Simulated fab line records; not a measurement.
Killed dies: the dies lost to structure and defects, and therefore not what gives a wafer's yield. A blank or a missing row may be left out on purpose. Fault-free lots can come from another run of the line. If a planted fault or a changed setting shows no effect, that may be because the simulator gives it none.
One fault through the eyes of 2 desks -- flow gf180mcu -- each desk has only its own numbers; what lay behind them comes last

== THE METROLOGY DESK ==
What the gauges read, lot by lot, whatever tool the lot ran on: means of the sampled wafers that have a number. Any lot whose mean is over 4 standard deviations away from the usual mean is out of limits and marked OUT; that distance is given in the brackets.
Columns: A = V5_OVL at GF_V5_OVL_MEAS_15, usual -5 nm
lot,first seen here,A
L760,day 27 18:45,0
L761,day 27 19:52,-7
L762,day 28 00:31,-2
L766,day 29 14:04,-6
L767,day 29 14:44,-2
L769,day 30 03:17,-2
L770,day 30 16:54,-9
L771,day 31 01:13,0
L774,day 31 09:31,-8
L775,day 32 06:53,2
L777,day 32 14:20,-18
L781,day 33 06:19,-6
L782,day 33 09:58,-1
L783,day 33 14:36,-5
This desk's finding: nothing out of limits on any of the 14 lots.

== THE TOOL OWNER'S DESK: rie-metal-04 ==
The tool's own readings at GF_TOP_METAL_METAL_ETCH_16 (etches the open film in Cl2/BCl3, stops on SiO2, target depth 1077.5 nm, time 179.6 s): means of the sampled wafers that have a number, for each lot that ran on this tool. Any lot whose mean is over 4 standard deviations away from the usual mean is out of limits and marked OUT; that distance is given in the brackets.
Columns: A = drypump-motor-current-A at GF_TOP_METAL_METAL_ETCH_16, usual 5.7 A; B = oes-product-au at GF_TOP_METAL_METAL_ETCH_16, usual 0.966 a.u.; C = rf-fwd-power-W at GF_TOP_METAL_METAL_ETCH_16, usual 796.5 W; D = throttle-valve-pct at GF_TOP_METAL_METAL_ETCH_16, usual 28.257 %
lot,first seen here,A,B,C,D
L760,day 28 16:22,5.2,0.969,795.5,28.252
L766,day 30 10:07,5.2,0.968,796.1,28.250
L769,day 30 23:02,5.2,0.966,797.3,28.245
L770,day 31 12:43,6.0,0.970,793.5,28.254
L771,day 31 20:08,5.6,0.969,798.7,28.257
L775,day 33 01:02,5.2,0.805 (-26) OUT,798.2,28.440 (+17) OUT
L781,day 33 23:55,5.6,0.797 (-27) OUT,796.7,28.443 (+17) OUT
This desk's finding: out of limits on L775, L781; first on L775, day 33 01:02 (oes-product-au at GF_TOP_METAL_METAL_ETCH_16). L760, L766, L769, L770, L771: within limits.

== BROUGHT TOGETHER ==
An alarm could have come from the tool owner's desk at day 33 01:02, on L775, L781.
The metrology desk saw nothing out of limits.
The metrology desk holds a record of L775, L781, inside its limits.
Of the lots named, all ran GF_TOP_METAL_METAL_ETCH_16 on rie-metal-04.

== WHAT THE SIMULATOR HAD PUT IN ==
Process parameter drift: rie-metal-04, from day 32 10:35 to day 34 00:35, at GF_TOP_METAL_METAL_ETCH_16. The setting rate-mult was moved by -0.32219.
Lots struck among those shown: L775, L781.
Time in hours from fault onset to the first out-of-limits reading at each desk: the tool owner's desk, 14.
